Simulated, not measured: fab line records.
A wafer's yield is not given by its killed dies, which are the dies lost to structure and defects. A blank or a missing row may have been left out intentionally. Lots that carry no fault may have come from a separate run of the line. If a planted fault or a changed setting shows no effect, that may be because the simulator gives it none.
Chamber matching | flow gf180mcu | cmp-02 running GF_V1_CMP_26: 4 sister chambers
The step polishes, stops on SiO2, t overpolish 15 s, target thk 0 nm. 4 wafers are shown with their chamber, then 10 later ones without.

## EACH WAFER AND ITS CHAMBER
wafer  | chamber | motorCurrentA (A)
L089.2 | 1       | 9.7
L089.6 | 3       | 11.9
L093.1 | 0       | 11.2
L093.2 | 2       | 10.7

## WAFERS WHOSE CHAMBER IS MISSING
wafer  | motorCurrentA (A)
L093.4 | 12.2
L095.1 | 10.6
L095.3 | 9.6
L095.4 | 10.3
L096.3 | 11.7
L096.4 | 9.9
L096.6 | 10.3
L097.2 | 10.6
L097.5 | 9.8
L097.6 | 10.4

## WHICH CHAMBER EACH ONE RAN IN
wafer  | from the rows above     | in truth
L093.4 | 3                       | 3
L095.1 | 2                       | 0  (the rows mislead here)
L095.3 | 1                       | 1
L095.4 | can't be placed: 2 or 1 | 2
L096.3 | can't be placed: 3 or 0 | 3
L096.4 | 1                       | 1
L096.6 | can't be placed: 2 or 1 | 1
L097.2 | 2                       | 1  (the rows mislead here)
L097.5 | 1                       | 1
L097.6 | can't be placed: 2 or 1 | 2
Placed correctly: 4 of 10. Can't be placed from these rows: 4 (the true chamber is among the candidates in 4). Wrongly placed: 2.
How it was worked out, from the rows above alone: a wafer's distance from a chamber is the root of the sum, over the readings, of the square of ((its reading less the chamber's mean) divided by the reading's scatter). If the next closest chamber is less than 2 further off than the closest, the wafer can't be placed; otherwise it belongs to the closest. The mean given for a chamber averages the wafers shown for that chamber. The scatter (one wafer shown for each chamber): square how far every hidden wafer sits from the nearest shown wafer, average those squares and take the square root.
